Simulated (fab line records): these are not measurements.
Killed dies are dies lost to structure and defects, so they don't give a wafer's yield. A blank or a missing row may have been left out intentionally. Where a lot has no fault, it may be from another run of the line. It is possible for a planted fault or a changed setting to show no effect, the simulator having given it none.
fab line records -- flow sky130
record: lots: 11, wafers: 33, lastDay: 50
route steps=708 shown SONOS_TUNNEL@161 GATE_OXIDE@197 LDD_P@265 LDD_HVN@276 PAD_OPEN@708
lots that met no fault: taken from a fault-free run of the same line
startH: hours from the record's first day to the start of the lot's first wafer shown -- waitH: time in hours since the lot's previous step -- " identical to the entry in the row above -- L1.1+2: several wafers, shown together as one row -- - no value present, or no start provided -- * or withheld: withheld -- < > ~ a bound
route shown NAME@n: a module of which the file shows steps, and the number in the route of the first -- usual: mean/standard deviation of fault-free wafers -- same: alike in all rows -- chamber/n: place in a boat -- sites: readings site by site -- _std_site: their standard deviation -- _edge_site: mean of outer sites minus mean of inner sites -- radiusMm: for every site, how far away it sits from the centre of the wafer -- mask NAME#n: copy n -- behind: the most recent tool/chamber to have shaped the wafer -- hold: why the lot went on hold/how many hours it stayed there/how the hold came to an end -- device: the n, p or np transistor that did not switch -- end of line: tests run on the same wafers once the route is complete -- a step with no rows: only its recipe -- killed: at the first sort, the dies lost to defects and structure; wafer yield is something else -- map: a wafer's dies, marking killed ones x, the rest . and places with no die _
set.NAME: the setting as run; set.NAME@STEP: as run at that earlier step -- model.NAME: the simulator's own value behind a step, which no gauge read
one table for each step of the route and one row for each wafer, over a sample of lots
services: from which hour (startH, from the record's first day; less than 0 if before it) a tool's chamber was out of use, for how many hours, and why
== steps ==
step: SKY_SONOS_TUNNEL_CD_MEAS_07
recipe: targetCdNm: 410
usual: cdNm: 410.3/1.9
lot.wafer,tool,chamber,startH,waitH,cdNm
L606.2,cdSem-02,-,252.28,0.1,412.4
L606.3,cdSem-02,-,252.28,0.1,409.5
L606.5,cdSem-02,-,252.28,0.1,413.5
L607.1,cdSem-02,-,259.26,0.1,409.2
L607.2,cdSem-02,-,259.26,0.1,408.3
L607.3,cdSem-02,-,259.26,0.1,408.1
L609.1,cdSem-01,-,274.12,0.1,407.4
L609.4,cdSem-01,-,274.12,0.1,410.2
L609.5,cdSem-01,-,274.12,0.1,407.7
L611.1,cdSem-01,-,296.42,0.1,412.8
L611.2,cdSem-01,-,296.42,0.1,414.5
L611.5,cdSem-01,-,296.42,0.1,414.2
L620.1,cdSem-02,-,358.22,0.1,410.5
L620.3,cdSem-02,-,358.22,0.1,410.6
L620.6,cdSem-02,-,358.22,0.1,411.5
L621.1,cdSem-01,-,365.40,0.1,407.8
L621.2,cdSem-01,-,365.40,0.1,408.6
L621.6,cdSem-01,-,365.40,0.1,410.1
L623.2,cdSem-02,-,381.42,0.1,410.1
L623.4,cdSem-02,-,381.42,0.1,411.9
L623.6,cdSem-02,-,381.42,0.1,412.5
L625.4,cdSem-01,-,403.44,0.1,411.0
L625.5,cdSem-01,-,403.44,0.1,409.1
L625.6,cdSem-01,-,403.44,0.1,410.6
L626.2,cdSem-02,-,405.89,0.1,410.4
L626.4,cdSem-02,-,405.89,0.1,412.4
L626.6,cdSem-02,-,405.89,0.1,410.9
L628.1,cdSem-02,-,419.65,0.1,411.6
L628.3,cdSem-02,-,419.65,0.1,409.2
L628.5,cdSem-02,-,419.65,0.1,410.8
L629.1,cdSem-02,-,434.83,0.1,409.0
L629.2,cdSem-02,-,434.83,0.1,407.2
L629.6,cdSem-02,-,434.83,0.1,408.6
step: SKY_GATE_OXIDE_OVL_MEAS_10
usual: GATE_OXIDE_OVL: -0.5/1.3
lot.wafer,tool,chamber,startH,waitH,GATE_OXIDE_OVL[nm]
L606.2,overlay-02,-,322.22,0.1,-0.3
L606.3,overlay-02,-,322.22,0.1,-1.7
L606.5,overlay-02,-,322.22,0.1,-1.9
L607.1,overlay-01,-,322.52,0.1,-2.1
L607.2,overlay-01,-,322.52,0.1,-1.3
L607.3,overlay-01,-,322.52,0.1,-2.2
L609.1,overlay-02,-,334.27,0.1,0.3
L609.4,overlay-02,-,334.27,0.1,1.6
L609.5,overlay-02,-,334.27,0.1,1.1
L611.1,overlay-01,-,358.98,0.1,-1.1
L611.2,overlay-01,-,358.98,0.1,-1.2
L611.5,overlay-01,-,358.98,0.1,-0.1
L620.1,overlay-02,-,424.85,0.1,-0.1
L620.3,overlay-02,-,424.85,0.1,0.9
L620.6,overlay-02,-,424.85,0.1,-0.4
L621.1,overlay-01,-,434.82,0.1,-1.1
L621.2,overlay-01,-,434.82,0.1,-1.2
L621.6,overlay-01,-,434.82,0.1,-1.9
L623.2,overlay-02,-,449.21,0.1,-1.7
L623.4,overlay-02,-,449.21,0.1,-1.5
L623.6,overlay-02,-,449.21,0.1,-1.3
L625.4,overlay-01,-,472.67,0.1,0.0
L625.5,overlay-01,-,472.67,0.1,-0.8
L625.6,overlay-01,-,472.67,0.1,0.1
L626.2,overlay-01,-,476.32,0.1,-1.3
L626.4,overlay-01,-,476.32,0.1,-0.9
L626.6,overlay-01,-,476.32,0.1,0.1
L628.1,overlay-01,-,490.90,0.1,-0.9
L628.3,overlay-01,-,490.90,0.1,-1.3
L628.5,overlay-01,-,490.90,0.1,0.0
L629.1,overlay-01,-,504.78,0.1,-1.1
L629.2,overlay-01,-,504.78,0.1,-1.3
L629.6,overlay-01,-,504.78,0.1,-2.1
step: SKY_LDD_P_STRIP_10
recipe: chemistry: O2/N2, powerW: 1400, pressureMtorr: 1500, platenTempC: withheld, o2FlowSccm: 3000, n2FlowSccm: 300, overashFraction: 0.5
usual: chamberPressureMTorr: 1500.0/1.4, drypumpMotorCurrentA: 5.5/0.46, oesProductAu: 0.715/0.0045, stripTimeToEndpointS: 14.17/0.043
lot.wafer,tool,chamber,startH,waitH,chamberPressureMTorr,drypumpMotorCurrentA,oesProductAu,rfHoursCounterH,stripTimeToEndpointS
L606.2,plasmaAsher-04,1,446.82,0.1,1500.4,4.9,0.716,32,14.24
L606.3,plasmaAsher-04,1,446.82,0.1,1500.6,4.9,0.714,-,14.17
L606.5,plasmaAsher-04,1,446.82,0.1,1498.4,5.0,0.721,-,14.21
L607.1,plasmaAsher-04,0,450.51,0.1,1501.8,5.4,0.717,33,14.17
L607.2,plasmaAsher-04,1,450.51,0.1,1499.1,4.9,0.714,33,14.18
L607.3,plasmaAsher-04,0,450.51,0.1,1499.1,5.5,0.715,-,14.18
L609.1,plasmaAsher-04,1,459.92,0.1,1502.4,4.9,0.718,33,14.14
L609.4,plasmaAsher-04,1,459.92,0.1,1501.3,4.9,0.723,-,14.13
L609.5,plasmaAsher-04,1,459.92,0.1,1501.6,4.9,0.713,-,14.13
L611.1,plasmaAsher-04,0,490.88,0.1,1499.5,5.4,0.712,36,14.14
L611.2,plasmaAsher-04,1,490.88,0.1,1499.4,5.0,0.708,36,14.18
L611.5,plasmaAsher-04,1,490.88,0.1,1500.5,4.9,0.723,-,14.16
L620.1,plasmaAsher-03,1,560.32,0.1,-,-,-,-,-
L620.3,plasmaAsher-03,0,560.32,0.1,-,-,-,-,-
L620.6,plasmaAsher-03,1,560.32,0.1,-,-,-,-,-
L621.1,plasmaAsher-04,0,566.16,0.1,-,-,-,-,-
L621.2,plasmaAsher-04,1,566.16,0.1,-,-,-,-,-
L621.6,plasmaAsher-04,0,566.16,0.1,-,-,-,-,-
L623.2,plasmaAsher-04,1,581.61,0.1,1500.8,4.9,0.716,47,14.16
L623.4,plasmaAsher-04,1,581.61,0.1,1500.7,4.9,0.716,-,14.11
L623.6,plasmaAsher-04,0,581.61,0.1,1501.6,5.5,0.712,-,14.14
L625.4,plasmaAsher-03,0,603.25,0.1,1499.0,5.1,0.718,-,14.13
L625.5,plasmaAsher-03,0,603.25,0.1,1501.1,5.1,0.713,-,14.21
L625.6,plasmaAsher-03,1,603.25,0.1,1502.4,5.3,0.713,-,14.19
L626.2,plasmaAsher-01,1,607.36,0.1,1501.6,6.0,0.713,93,14.20
L626.4,plasmaAsher-01,1,607.36,0.1,1500.1,6.0,0.713,-,14.19
L626.6,plasmaAsher-01,0,607.36,0.1,1501.1,6.2,0.711,-,14.21
L628.1,plasmaAsher-03,1,618.81,0.1,1500.4,5.3,0.713,17,14.21
L628.3,plasmaAsher-03,1,618.81,0.1,1498.8,5.3,0.715,-,14.20
L628.5,plasmaAsher-03,1,618.81,0.1,1500.5,5.3,0.718,-,14.22
L629.1,plasmaAsher-03,0,632.93,0.1,1499.5,5.1,0.715,18,14.14
L629.2,plasmaAsher-03,1,632.93,0.1,1498.4,5.3,0.711,18,14.16
L629.6,plasmaAsher-03,0,632.93,0.1,1500.9,5.1,0.716,-,14.13
step: SKY_LDD_P_TW_MEAS_11
usual: LDD_P_TW: 640/6.2
lot.wafer,tool,chamber,startH,waitH,LDD_P_TW
L606.2,filmMetro-04,-,446.93,0.1,639
L606.3,filmMetro-04,-,446.93,0.1,635
L606.5,filmMetro-04,-,446.93,0.1,638
L607.1,filmMetro-03,-,450.61,0.1,640
L607.2,filmMetro-03,-,450.61,0.1,639
L607.3,filmMetro-03,-,450.61,0.1,640
L609.1,filmMetro-03,-,460.02,0.1,637
L609.4,filmMetro-03,-,460.02,0.1,638
L609.5,filmMetro-03,-,460.02,0.1,634
L611.1,filmMetro-03,-,490.98,0.1,645
L611.2,filmMetro-03,-,490.98,0.1,641
L611.5,filmMetro-03,-,490.98,0.1,642
L620.1,filmMetro-03,-,560.42,0.1,649
L620.3,filmMetro-03,-,560.42,0.1,647
L620.6,filmMetro-03,-,560.42,0.1,649
L621.1,filmMetro-03,-,566.26,0.1,649
L621.2,filmMetro-03,-,566.26,0.1,646
L621.6,filmMetro-03,-,566.26,0.1,647
L623.2,filmMetro-02,-,581.72,0.1,626
L623.4,filmMetro-02,-,581.72,0.1,628
L623.6,filmMetro-02,-,581.72,0.1,626
L625.4,filmMetro-03,-,603.35,0.1,645
L625.5,filmMetro-03,-,603.35,0.1,643
L625.6,filmMetro-03,-,603.35,0.1,643
L626.2,filmMetro-03,-,607.47,0.1,640
L626.4,filmMetro-03,-,607.47,0.1,645
L626.6,filmMetro-03,-,607.47,0.1,643
L628.1,filmMetro-03,-,618.91,0.1,646
L628.3,filmMetro-03,-,618.91,0.1,650
L628.5,filmMetro-03,-,618.91,0.1,647
L629.1,filmMetro-03,-,633.03,0.1,643
L629.2,filmMetro-03,-,633.03,0.1,645
L629.6,filmMetro-03,-,633.03,0.1,643
step: SKY_LDD_HVN_STRIP_09
recipe: chemistry: O2/N2, powerW: 1400, pressureMtorr: 1500, platenTempC: withheld, o2FlowSccm: 3000, n2FlowSccm: 300, overashFraction: 0.5
usual: chamberPressureMTorr: 1500.0/1.3, drypumpMotorCurrentA: 5.3/0.47, oesProductAu: 0.408/0.0045, stripTimeToEndpointS: 4.132/0.014
lot.wafer,tool,chamber,startH,waitH,chamberPressureMTorr,drypumpMotorCurrentA,oesProductAu,rfHoursCounterH,stripTimeToEndpointS
L606.2,plasmaAsher-03,0,478.10,0.1,1502.1,5.1,0.412,5,4.163
L606.3,plasmaAsher-03,0,478.10,0.1,1497.6,5.1,0.416,-,4.127
L606.5,plasmaAsher-03,0,478.10,0.1,1502.3,5.1,0.406,-,4.154
L607.1,plasmaAsher-03,0,481.95,0.1,1501.4,5.1,0.411,5,4.132
L607.2,plasmaAsher-03,1,481.95,0.1,1500.4,5.3,0.408,5,4.128
L607.3,plasmaAsher-03,1,481.95,0.1,1501.7,5.3,0.409,-,4.146
L609.1,plasmaAsher-02,0,490.50,0.1,1499.2,4.8,0.402,68,4.121
L609.4,plasmaAsher-02,1,490.50,0.1,1499.6,5.0,0.408,-,4.141
L609.5,plasmaAsher-02,1,490.50,0.1,1499.6,5.0,0.410,-,4.141
L611.1,plasmaAsher-01,1,522.05,0.1,1501.5,6.0,0.399,85,4.158
L611.2,plasmaAsher-01,0,522.05,0.1,1500.9,6.2,0.401,85,4.136
L611.5,plasmaAsher-01,0,522.05,0.1,1499.4,6.2,0.411,-,4.133
L620.1,plasmaAsher-03,1,589.95,0.1,1499.5,5.3,0.725,14,21.803
L620.3,plasmaAsher-03,1,589.95,0.1,1500.7,5.3,0.715,-,21.809
L620.6,plasmaAsher-03,0,589.95,0.1,1498.3,5.1,0.716,-,21.822
L621.1,plasmaAsher-03,1,595.81,0.1,1500.7,5.3,0.716,15,21.675
L621.2,plasmaAsher-03,0,595.81,0.1,1501.4,5.1,0.722,15,21.653
L621.6,plasmaAsher-03,1,595.81,0.1,1501.5,5.3,0.716,-,21.684
L623.2,plasmaAsher-03,0,610.10,0.1,1499.6,5.1,0.410,16,4.146
L623.4,plasmaAsher-03,1,610.10,0.1,1500.9,5.3,0.411,-,4.141
L623.6,plasmaAsher-03,0,610.10,0.1,1496.4,5.1,0.400,-,4.150
L625.4,plasmaAsher-02,0,632.03,0.1,1498.7,4.8,0.403,-,4.135
L625.5,plasmaAsher-02,0,632.03,0.1,1498.8,4.8,0.400,-,4.152
L625.6,plasmaAsher-02,1,632.03,0.1,1499.6,5.0,0.406,-,4.146
L626.2,plasmaAsher-01,1,636.41,0.1,1499.8,6.0,0.408,96,4.128
L626.4,plasmaAsher-01,0,636.41,0.1,1498.1,6.2,0.399,-,4.116
L626.6,plasmaAsher-01,0,636.41,0.1,1500.1,6.2,0.414,-,4.107
L628.1,plasmaAsher-02,0,647.30,0.1,1500.9,4.8,0.405,85,4.130
L628.3,plasmaAsher-02,1,647.30,0.1,1499.5,5.0,0.403,-,4.108
L628.5,plasmaAsher-02,0,647.30,0.1,1498.7,4.8,0.411,-,4.106
L629.1,plasmaAsher-01,1,662.25,0.1,1501.7,6.0,0.407,98,4.130
L629.2,plasmaAsher-01,0,662.25,0.1,1499.3,6.2,0.418,98,4.135
L629.6,plasmaAsher-01,1,662.25,0.1,1499.7,6.0,0.412,-,4.141
step: SKY_LDD_HVN_TW_MEAS_10
usual: LDD_HVN_TW: 1456/7.9
lot.wafer,tool,chamber,startH,waitH,hold,LDD_HVN_TW
L606.2,filmMetro-01,-,478.21,0.1,-,1465
L606.3,filmMetro-01,-,478.21,0.1,-,1459
L606.5,filmMetro-01,-,478.21,0.1,-,1455
L607.1,filmMetro-01,-,482.05,0.1,-,1453
L607.2,filmMetro-01,-,482.05,0.1,-,1459
L607.3,filmMetro-01,-,482.05,0.1,-,1459
L609.1,filmMetro-01,-,490.60,0.1,-,1460
L609.4,filmMetro-01,-,490.60,0.1,-,1450
L609.5,filmMetro-01,-,490.60,0.1,-,1454
L611.1,filmMetro-01,-,522.15,0.1,-,1453
L611.2,filmMetro-01,-,522.15,0.1,-,1449
L611.5,filmMetro-01,-,522.15,0.1,-,1463
L620.1,filmMetro-04,-,590.05,0.1,awaitDispo/0.2h/release,30
L620.3,filmMetro-04,-,590.05,0.1,awaitDispo/0.2h/release,30
L620.6,filmMetro-04,-,590.05,0.1,awaitDispo/0.2h/release,30
L620.1,filmMetro-04,-,590.28,0.2,-,30
L620.3,filmMetro-04,-,590.28,0.2,-,30
L620.6,filmMetro-04,-,590.28,0.2,-,30
L621.1,filmMetro-03,-,595.91,0.1,awaitDispo/0.2h/release,30
L621.2,filmMetro-03,-,595.91,0.1,awaitDispo/0.2h/release,30
L621.6,filmMetro-03,-,595.91,0.1,awaitDispo/0.2h/release,31
L621.1,filmMetro-03,-,596.14,0.2,-,30
L621.2,filmMetro-03,-,596.14,0.2,-,30
L621.6,filmMetro-03,-,596.14,0.2,-,30
L623.2,filmMetro-01,-,610.24,0.1,-,1466
L623.4,filmMetro-01,-,610.24,0.1,-,1464
L623.6,filmMetro-01,-,610.24,0.1,-,1462
L625.4,filmMetro-01,-,632.13,0.1,-,1450
L625.5,filmMetro-01,-,632.13,0.1,-,1445
L625.6,filmMetro-01,-,632.13,0.1,-,1447
L626.2,filmMetro-03,-,636.52,0.1,-,1450
L626.4,filmMetro-03,-,636.52,0.1,-,1455
L626.6,filmMetro-03,-,636.52,0.1,-,1451
L628.1,filmMetro-01,-,647.40,0.1,-,1455
L628.3,filmMetro-01,-,647.40,0.1,-,1452
L628.5,filmMetro-01,-,647.40,0.1,-,1449
L629.1,filmMetro-01,-,662.35,0.1,-,1456
L629.2,filmMetro-01,-,662.35,0.1,-,1459
L629.6,filmMetro-01,-,662.35,0.1,-,1451
step: SKY_PAD_OPEN_PROBE_99
usual: defectLimitedYield: 82.3/2, killed_at_M0_to_M3: 43/7.1, killed_at_M4_up: 3/1.7, killedAtContacts: 25/5.6, killedAtFrontEnd: 16/4.1, killedAtOther: 0.2/0.49, killedDies: 87/9.8, killedOpen: 47/7.6, killedShort: 40/6.1, sort_bin_3_pad_short: 0.9/0.44, sort_bin_5_function: 10.5/1.6, sort_bin_6_memory: 6.3/1, sortNPass: 405/9.8, sortYieldPct: 82.3/2
same: grossDies: 492, killedAtBackSide: 0, sort_bin_4_leakage[%]: 0, sort_bin_8_speed[%]: 0
lot.wafer,tool,chamber,startH,waitH,defectLimitedYield[%],killed_at_M0_to_M3,killed_at_M4_up,killedAtContacts,killedAtFrontEnd,killedAtOther,killedDies,killedOpen,killedShort,sort_bin_3_pad_short[%],sort_bin_5_function[%],sort_bin_6_memory[%],sortNPass,sortYieldPct[%]
L623.2,prober-01,-,1169.62,0.1,84.1,38,2,20,18,0,78,33,45,1.8,8.5,5.5,414,84.1
L623.4,prober-01,-,1169.72,0.2,77.6,55,1,30,24,0,110,67,43,1.2,15.0,6.1,382,77.6
L623.6,prober-01,-,1169.82,0.2,78.5,55,4,35,12,0,106,57,49,0.4,14.4,6.7,386,78.5
L625.4,prober-01,-,1185.39,0.2,83.5,38,3,26,14,0,81,38,43,0.4,12.2,3.9,411,83.5
L625.5,prober-01,-,1185.44,0.2,80.3,56,1,29,11,0,97,48,49,0.6,11.6,7.5,395,80.3
L625.6,prober-01,-,1185.49,0.2,82.5,41,3,25,17,0,86,46,40,0.2,12.0,5.3,406,82.5
L626.2,prober-02,-,1185.82,0.1,78.0,59,6,32,10,1,108,56,52,1.2,12.0,8.7,384,78.0
L626.4,prober-02,-,1185.92,0.2,83.5,34,2,36,9,0,81,39,42,0.8,9.8,5.9,411,83.5
L626.6,prober-02,-,1186.02,0.2,86.0,30,3,20,15,1,69,40,29,0.8,9.3,3.9,423,86.0
killed by level:class
L623.2 LI_CONTACT:geometricParticle:open=8 FIELD_ISO:geometricParticle:short=7 VIA1:geometricParticle:short=7 CONTACT:geometricParticle:short=6 VIA3:geometricParticle:open=6 FIELD_ISO:geometricParticle:open=5 VIA1:geometricParticle:open=4 VIA2:geometricParticle:short=4
L623.4 VIA1:geometricParticle:open=17 CONTACT:geometricParticle:open=10 VIA3:geometricParticle:open=9 LI_CONTACT:geometricParticle:open=8 FIELD_ISO:geometricParticle:short=7 VIA2:geometricParticle:open=6 METAL2:geometricParticle:short=6 METAL3:geometricParticle:short=6
L623.6 VIA1:geometricParticle:open=12 VIA1:geometricParticle:short=12 CONTACT:geometricParticle:open=11 METAL2:geometricParticle:short=7 CONTACT:geometricParticle:short=6 LI_CONTACT:geometricParticle:open=6 LOCAL_INTERCONNECT:geometricParticle:short=6 VIA3:geometricParticle:open=6
L625.4 CONTACT:geometricParticle:short=9 LI_CONTACT:geometricParticle:open=7 CONTACT:geometricParticle:open=7 VIA1:geometricParticle:open=6 VIA3:geometricParticle:short=5 SPACER:geometricParticle:short=4 METAL2:geometricParticle:short=4 METAL1:geometricParticle:short=4
L625.5 VIA1:geometricParticle:open=16 CONTACT:geometricParticle:open=11 METAL1:geometricParticle:short=8 VIA3:geometricParticle:open=7 LI_CONTACT:geometricParticle:open=6 LOCAL_INTERCONNECT:geometricParticle:short=6 VIA1:geometricParticle:short=6 METAL3:geometricParticle:short=5
L625.6 CONTACT:geometricParticle:open=11 VIA1:geometricParticle:open=10 METAL1:geometricParticle:short=9 LI_CONTACT:geometricParticle:open=8 CONTACT:geometricParticle:short=5 VIA2:geometricParticle:short=4 VIA2:geometricParticle:open=4 FIELD_ISO:geometricParticle:short=3
L626.2 VIA3:geometricParticle:open=12 CONTACT:geometricParticle:open=12 LI_CONTACT:geometricParticle:open=8 VIA1:geometricParticle:open=8 VIA1:geometricParticle:short=7 METAL2:geometricParticle:short=6 FIELD_ISO:geometricParticle:short=5 METAL1:geometricParticle:short=5
L626.4 CONTACT:geometricParticle:open=11 LI_CONTACT:geometricParticle:open=9 CONTACT:geometricParticle:short=8 VIA3:geometricParticle:open=7 VIA1:geometricParticle:open=7 LOCAL_INTERCONNECT:geometricParticle:short=6 POLY_GATE:geometricParticle:short=5 METAL1:geometricParticle:short=5
L626.6 VIA1:geometricParticle:open=9 FIELD_ISO:geometricParticle:open=7 CONTACT:geometricParticle:open=6 VIA1:geometricParticle:short=5 VIA2:geometricParticle:open=5 POLY_GATE:geometricParticle:open=4 LOCAL_INTERCONNECT:geometricParticle:short=4 LI_CONTACT:geometricParticle:short=4
== services ==
tool,chamber,startH,hours,kind
plasmaAsher-03,-,428.03,2.7,repair
plasmaAsher-03,0,430.25,-,clean
plasmaAsher-03,1,430.25,-,clean
plasmaAsher-01,-,472.60,2.8,pm
plasmaAsher-03,-,505.81,23.8,repair
plasmaAsher-01,-,529.24,4.1,repair
plasmaAsher-02,-,638.98,1.7,repair
plasmaAsher-02,-,642.88,3.0,repair
== key ==
firstSign: step: SKY_LDD_P_STRIP_10, reading: toolRecord, direction: missing
effect: step: SKY_LDD_HVN_STRIP_09, reading: stripTimeToEndpointS, direction: up, sigmas: 99+, usual: *, struck: *
effect: step: SKY_LDD_HVN_TW_MEAS_10, reading: visit, direction: added
effect: step: SKY_LDD_HVN_TW_MEAS_10, reading: LDD_HVN_TW, direction: down, sigmas: 99+, usual: 1456, struck: 30
metAt SKY_LDD_P_STRIP_10
struckLots L620,L621
scrappedBehind SKY_LDD_HVN_TW_MEAS_10 L620.1,L620.3,L620.6,L621.1,L621.2,L621.6
notActingAt SKY_SONOS_TUNNEL_CD_MEAS_07,SKY_GATE_OXIDE_OVL_MEAS_10,SKY_LDD_P_TW_MEAS_11
onsetBetween 490.88 560.32
fault: kind: skippedStepWhole, tool: plasmaAsher-03,plasmaAsher-04, chamber: -, onsetH: 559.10, steps: SKY_LDD_P_STRIP_10, scope: struckLotsOnly
